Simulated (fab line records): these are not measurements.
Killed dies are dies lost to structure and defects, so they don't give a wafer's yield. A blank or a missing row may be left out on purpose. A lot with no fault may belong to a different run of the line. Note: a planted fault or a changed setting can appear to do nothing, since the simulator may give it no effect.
A lot that was struck, set against a sound lot | flow sky130 | 15 steps out of a route of 708
Sound: these wafers, L102.2, L102.5, L102.6. The struck wafers were L110.2, L110.3, L110.6. Last of all comes the cause.
Order at every step that has rows: each side's tool, ch and its chambers, its first start. Under that, the readings that differ: sound wafers | struck wafers | difference of the means | sigmas: that difference in standard deviations of wafers without a fault.
alike: readings with means less than 2 such deviations apart, plus words and numbers identical on both sides. not compared: withheld readings, readings lacking a value on some wafer, bounds such as >300 that could conceal the same value, and numbers that have no deviation in the record and whose values overlap.
Wherever a step has rows on one side only, a row that says differs or no value, or a row with sigmas, the two part there. Numbers that don't overlap but have no deviation are shown without sigmas and don't part them. Lack of a reading on every wafer of one side parts them only where that side has two or more wafers.

first, 8 steps without rows for these wafers: SKY_FIELD_ISO_DEHYDRATE_05 (time 60 s); SKY_FIELD_ISO_HMDS_06 (prime time 60 s); SKY_FIELD_ISO_COAT_07 (resist thk 60 nm); SKY_FIELD_ISO_COAT_08 (resist thk 450 nm); SKY_FIELD_ISO_SOFTBAKE_09 (time 90 s); SKY_FIELD_ISO_EXPOSE_10 (exposes mask FOM, target cd 150 nm); SKY_FIELD_ISO_PEB_11; SKY_FIELD_ISO_DEVELOP_12 (develop time 60 s).
SKY_FIELD_ISO_CD_MEAS_13: the cd target is 150 nm.
  sound on cd_sem-02, day 2 17:39; struck on cd_sem-02, day 4 09:52
  alike: cd_nm
SKY_FIELD_ISO_ETCH_14: etches BARC in N2/H2, stops on SiO2, time 45.9 s, target depth 60 nm.
  sound on rie_diel-04 ch 0,3, day 2 17:45; struck on rie_diel-04 ch 0,1, day 4 09:58
  alike: bias_w, drypump_motor_current_A, n2_flow_sccm, oes_product_au, throttle_valve_pct
  not compared: rf_hours_counter_h
SKY_FIELD_ISO_ETCH_15: etches the open film in CHF3/O2, stops on Si, target depth 180 nm, time 72 s.
  sound on rie_diel-04 ch 0,3, day 2 17:47; struck on rie_diel-04 ch 0,1, day 4 10:01
  alike: bias_w, drypump_motor_current_A, oes_product_au, throttle_valve_pct
  not compared: rf_hours_counter_h
SKY_FIELD_ISO_STRIP_16: strips in O2/N2.
  sound on plasma_asher-04 ch 0,1, day 2 17:51; struck on plasma_asher-01 ch 0,1, day 4 10:04
  reading                     | sound       | struck      | difference | sigmas
  drypump_motor_current_A (A) | 6.2 5.9 6.2 | 5.3 5.6 5.3 | -0.7       | -2
  alike: n2_flow_sccm, oes_product_au, strip_time_to_endpoint_s
  not compared: rf_hours_counter_h
SKY_FIELD_ISO_ETCH_17: etches Si in HBr/Cl2/O2, target depth 342 nm, time 97.7 s.
  sound on rie_si-02 ch 0,1,3, day 2 17:57; struck on rie_si-01 ch 0,1,2, day 4 10:10
  reading                     | sound             | struck            | difference | sigmas
  bias_w (W)                  | 149.3 149.7 150.0 | 160.0 159.3 158.6 | +9.6       | +22
  drypump_motor_current_A (A) | 6.2 6.2 6.3       | 5.1 5.0 5.0       | -1.2       | -2
  alike: oes_product_au, throttle_valve_pct
  not compared: rf_hours_counter_h
then, 1 step without rows for these wafers: SKY_FIELD_ISO_WET_ETCH_18 (etches Si3N4 in H3PO4, target depth 25 nm, time 286 s).
-- a jump in the record: the struck wafers' starts before and after are 44 days apart (it breaks off in module FIELD_ISO and resumes in module PAD_OPEN, where the first step shown is number 708 of the route) --
SKY_PAD_OPEN_PROBE_99:
  sound on prober-01, day 46 10:50; struck on prober-01, day 48 07:24
  alike: killed_at_M0_to_M3, killed_at_M4_up, killed_at_contacts, killed_at_front_end, killed_at_other, killed_dies, killed_on_rim, killed_open, killed_short

== WHERE THEY PART ==
Last at SKY_FIELD_ISO_ETCH_17 as far as this record goes, first at SKY_FIELD_ISO_STRIP_16. Later steps at which nothing parts them and some readings are alike: SKY_PAD_OPEN_PROBE_99.

WHY: whatever the simulator had introduced
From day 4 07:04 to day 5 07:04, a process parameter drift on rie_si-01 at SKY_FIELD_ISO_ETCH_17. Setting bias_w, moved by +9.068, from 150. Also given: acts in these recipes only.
